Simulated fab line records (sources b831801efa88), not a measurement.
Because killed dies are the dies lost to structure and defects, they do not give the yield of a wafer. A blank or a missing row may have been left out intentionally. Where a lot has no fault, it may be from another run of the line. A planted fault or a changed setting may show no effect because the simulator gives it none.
The same fault as seen by 2 desks + flow gf180mcu + numbers are kept per desk, each desk with only its own; the story behind them comes last

DESK OF THE TOOL OWNER: ilineStepper-01
The tool's own readings at GF_VT_IMPLANT_EXPOSE_37 (exposes mask Nwell HV AREA, target cd 860 nm): means of the sampled wafers that have a number, for each lot that ran on this tool. A lot is out of limits, marked OUT, if its mean lies more than 4 standard deviations from the usual mean; the brackets give that distance.
Columns: A = exposureDoseMJCm2 at GF_VT_IMPLANT_EXPOSE_37, usual 140.00; B = focusOffsetNm at GF_VT_IMPLANT_EXPOSE_37, usual 0.2 nm
| lot  | first seen here | A      | B   |
|------|-----------------|--------|-----|
| L306 | day 7 10:19     | 140.00 | 0.0 |
| L325 | day 12 13:20    | 139.98 | 0.1 |
Finding of this desk: none of the 2 lots has anything out of limits.

METROLOGY DESK
What the gauges read for every lot (on any tool): the sampled wafers with a number, averaged. A lot is out of limits, marked OUT, if its mean lies more than 4 standard deviations from the usual mean; the brackets give that distance.
Columns: A = VT_IMPLANT_02_OVL at GF_VT_IMPLANT_OVL_MEAS_29, usual -0.2 nm; B = VT_IMPLANT_3_TW at GF_VT_IMPLANT_TW_MEAS_32, usual 269.0
| lot  | first seen here | A    | B     |
|------|-----------------|------|-------|
| L306 | day 7 02:19     | 0.3  | 267.5 |
| L310 | day 8 05:02     | 1.0  | 272.2 |
| L314 | day 9 02:16     | 0.2  | 265.5 |
| L315 | day 9 14:10     | 1.5  | 271.9 |
| L316 | day 9 17:55     | -2.7 | 265.9 |
| L325 | day 12 03:43    | 1.8  | 266.0 |
| L327 | day 12 16:28    | 0.5  | 266.5 |
Finding of this desk: none of the 7 lots has anything out of limits.

ALL TOGETHER
The tool owner's desk saw nothing out of limits.
From the metrology desk's view, nothing was out of limits.

WHAT WAS PUT IN BY THE SIMULATOR
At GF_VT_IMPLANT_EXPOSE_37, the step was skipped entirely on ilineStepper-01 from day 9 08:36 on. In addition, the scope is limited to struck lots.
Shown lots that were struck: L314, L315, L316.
